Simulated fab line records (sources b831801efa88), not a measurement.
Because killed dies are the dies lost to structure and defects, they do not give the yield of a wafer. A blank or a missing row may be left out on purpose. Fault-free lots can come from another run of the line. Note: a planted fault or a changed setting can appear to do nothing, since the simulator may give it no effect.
Which tool was responsible? / flow sky130 / 12 lots, 36 wafers sampled, at 1 step of a route of 708

## WHAT EACH GAUGE READ, for each wafer
SKY_VT_ADJUST_NCORE_OVL_MEAS_08.
lot=L075; measured=day 8 18:30; on=overlay-01; VT_ADJUST_NCORE_OVL (nm)=0.5 0.3 1.1
lot=L077; measured=day 9 15:22; on=overlay-02; VT_ADJUST_NCORE_OVL (nm)=2.8 1.3 0.4
lot=L079; measured=day 10 05:16; on=overlay-01; VT_ADJUST_NCORE_OVL (nm)=-2.8 -0.4 -0.6
lot=L081; measured=day 10 14:40; on=overlay-01; VT_ADJUST_NCORE_OVL (nm)=2.0 0.4 0.7
lot=L083; measured=day 11 05:18; on=overlay-01; VT_ADJUST_NCORE_OVL (nm)=0.2 0.7 -0.2
lot=L085; measured=day 11 20:30; on=overlay-01; VT_ADJUST_NCORE_OVL (nm)=-0.2 -2.7 -1.9
lot=L087; measured=day 12 07:55; on=overlay-02; VT_ADJUST_NCORE_OVL (nm)=1.8 1.5 2.8
lot=L089; measured=day 12 21:19; on=overlay-01; VT_ADJUST_NCORE_OVL (nm)=-0.1 0.5 -1.9
lot=L091; measured=day 13 14:29; on=overlay-02; VT_ADJUST_NCORE_OVL (nm)=1.4 0.8 0.9
lot=L093; measured=day 14 06:01; on=overlay-02; VT_ADJUST_NCORE_OVL (nm)=2.4 -0.6 0.4
lot=L095; measured=day 14 18:10; on=overlay-01; VT_ADJUST_NCORE_OVL (nm)=2.1 2.9 2.2
lot=L097; measured=day 15 05:49; on=overlay-02; VT_ADJUST_NCORE_OVL (nm)=4.0 -0.4 1.2

## WHICH TOOL RAN EACH LOT (tool, then ch and the chambers of the sampled wafers, then the start)
The record shows no process step preceding these readings.

## THE ANSWER, worked out from the rows above alone
Rule: usual is defined by the lots themselves. Put in order of their means at a reading, lots are off if they are a third of the lots or fewer, leave a main group of 4 or more, and stand apart from it by a gap of 3 or more times the standard deviation of the main group's means; of several such gaps the widest counts. The tables above print the reading to a certain number of digits; a main group whose means all agree to those digits is not used. A lot without any number at a reading at which 4 lots or more have one is off too. Where the step has rows for the other lots, those lots are counted as sound.
None of the lots is off at any reading shown; this tells nothing.

## WHAT HAD BEEN PUT IN BY THE SIMULATOR
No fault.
